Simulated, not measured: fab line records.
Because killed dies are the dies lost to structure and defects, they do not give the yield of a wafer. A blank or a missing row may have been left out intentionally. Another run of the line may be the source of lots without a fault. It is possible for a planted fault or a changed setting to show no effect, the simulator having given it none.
What tool caused it?	flow gf180mcu	6 lots (18 wafers sampled), 1 step of a 602-step route

WHAT THE GAUGES READ, wafer by wafer
GF_V4_OVL_MEAS_15.
lot	measured	on	V4_OVL (nm)
L320	day 25 06:49	overlay-02	2 5 -4
L322	day 25 20:56	overlay-01	9 13 11
L325	day 27 00:26	overlay-02	13 10 4
L328	day 27 20:34	overlay-01	-10 4 -3
L336	day 30 02:55	overlay-02	-1 -9 -4
L339	day 31 00:44	overlay-02	3 15 11

EACH LOT AND THE TOOL THAT RAN IT (in order: tool; ch and the chambers of the sampled wafers; start)
Record: no process step prior to these readings.

THE ANSWER, worked out from the rows above alone
Rule: the usual values come from the lots themselves. Put in order of their means at a reading, lots are off if they are a third of the lots or fewer, leave a main group of 4 or more, and stand apart from it by a gap of 3 or more times the standard deviation of the main group's means; of several such gaps the widest counts. A main group whose means are all the same, to the digits that the tables above print for the reading, isn't used. A lot without any number at a reading at which 4 lots or more have one is off too. All remaining lots with rows at the step are treated as sound.
Across all readings shown, no lot is off: no conclusion can be drawn from this.

WHAT THE SIMULATOR HAD INSERTED
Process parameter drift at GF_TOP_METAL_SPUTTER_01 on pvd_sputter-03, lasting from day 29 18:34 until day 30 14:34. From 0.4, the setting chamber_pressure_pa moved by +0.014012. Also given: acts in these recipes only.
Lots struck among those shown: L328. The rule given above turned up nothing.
